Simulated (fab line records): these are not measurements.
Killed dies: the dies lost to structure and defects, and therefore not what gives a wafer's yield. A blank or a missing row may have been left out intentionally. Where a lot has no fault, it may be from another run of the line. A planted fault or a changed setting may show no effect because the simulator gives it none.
Which tool did it? || flow sky130 || 6 lots, 18 wafers sampled, at 3 steps of a route of 708

## WHAT THE GAUGES READ, wafer by wafer
SKY_VIA1_THK_MEAS_01.
{"lot": "L387", "measured": "day 33 05:40", "on": "film_metro-01", "VIA1_HDPCVD_THK (nm)": "1041 1048 1062"}
{"lot": "L392", "measured": "day 35 05:23", "on": "film_metro-02", "VIA1_HDPCVD_THK (nm)": "1051 1049 1045"}
{"lot": "L394", "measured": "day 35 18:51", "on": "film_metro-01", "VIA1_HDPCVD_THK (nm)": "1042 1042 1044"}
{"lot": "L401", "measured": "day 37 18:17", "on": "film_metro-01", "VIA1_HDPCVD_THK (nm)": "1043 1042 1026"}
{"lot": "L407", "measured": "day 39 11:10", "on": "film_metro-03", "VIA1_HDPCVD_THK (nm)": "844 851 840"}
{"lot": "L409", "measured": "day 39 21:41", "on": "film_metro-01", "VIA1_HDPCVD_THK (nm)": "1040 1034 1044"}

## TOOL THAT RAN EACH LOT (tool first, then ch and the chambers of the sampled wafers, then the start)
{"lot": "L387", "SKY_SD_N_RTA_14": "rtp_anneal-01 ch 0, day 28 08:47", "SKY_VIA1_HDPCVD_00": "hdpcvd-02 ch 0,1, day 33 05:32"}
{"lot": "L392", "SKY_SD_N_RTA_14": "rtp_anneal-01 ch 0, day 30 09:25", "SKY_VIA1_HDPCVD_00": "hdpcvd-02 ch 0,1,2, day 35 05:16"}
{"lot": "L394", "SKY_SD_N_RTA_14": "rtp_anneal-02 ch 0, day 30 23:35", "SKY_VIA1_HDPCVD_00": "hdpcvd-02 ch 0,2, day 35 18:43"}
{"lot": "L401", "SKY_SD_N_RTA_14": "rtp_anneal-01 ch 0, day 33 00:52", "SKY_VIA1_HDPCVD_00": "hdpcvd-01 ch 0,1, day 37 18:10"}
{"lot": "L407", "SKY_SD_N_RTA_14": "rtp_anneal-01 ch 0, day 34 21:09", "SKY_VIA1_HDPCVD_00": "hdpcvd-02 ch 0,2, day 39 11:03"}
{"lot": "L409", "SKY_SD_N_RTA_14": "rtp_anneal-01 ch 0, day 35 08:52", "SKY_VIA1_HDPCVD_00": "hdpcvd-01 ch 0,1, day 39 21:34"}
- SKY_SD_N_RTA_14: time 2 s.
- SKY_VIA1_HDPCVD_00: deposits SiO2, target thk 1030 nm, time 171.7 s.

## THE ANSWER, worked out from the rows above alone
Rule: what is usual is taken from the lots themselves. Put in order of their means at a reading, lots are off if they are a third of the lots or fewer, leave a main group of 4 or more, and stand apart from it by a gap of 3 or more times the standard deviation of the main group's means; of several such gaps the widest counts. A main group is skipped when, at the precision printed for the reading in the tables above, its means are all equal. A lot without any number at a reading at which 4 lots or more have one is off too. Any other lot the step has rows for is counted as sound.
Off: L407, at SKY_VIA1_THK_MEAS_01 (VIA1_HDPCVD_THK). The main group: mean 1044 nm, standard deviation 5.1.
A tool fits if, at a process step before that reading, it ran every lot that is off, and no sound lot after the first of them. The gauges at SKY_VIA1_THK_MEAS_01 are tried like those tools. This does not decide it: 2 tools fit, namely hdpcvd-02 at SKY_VIA1_HDPCVD_00 and film_metro-03 at SKY_VIA1_THK_MEAS_01.

## WHAT WAS PUT IN BY THE SIMULATOR
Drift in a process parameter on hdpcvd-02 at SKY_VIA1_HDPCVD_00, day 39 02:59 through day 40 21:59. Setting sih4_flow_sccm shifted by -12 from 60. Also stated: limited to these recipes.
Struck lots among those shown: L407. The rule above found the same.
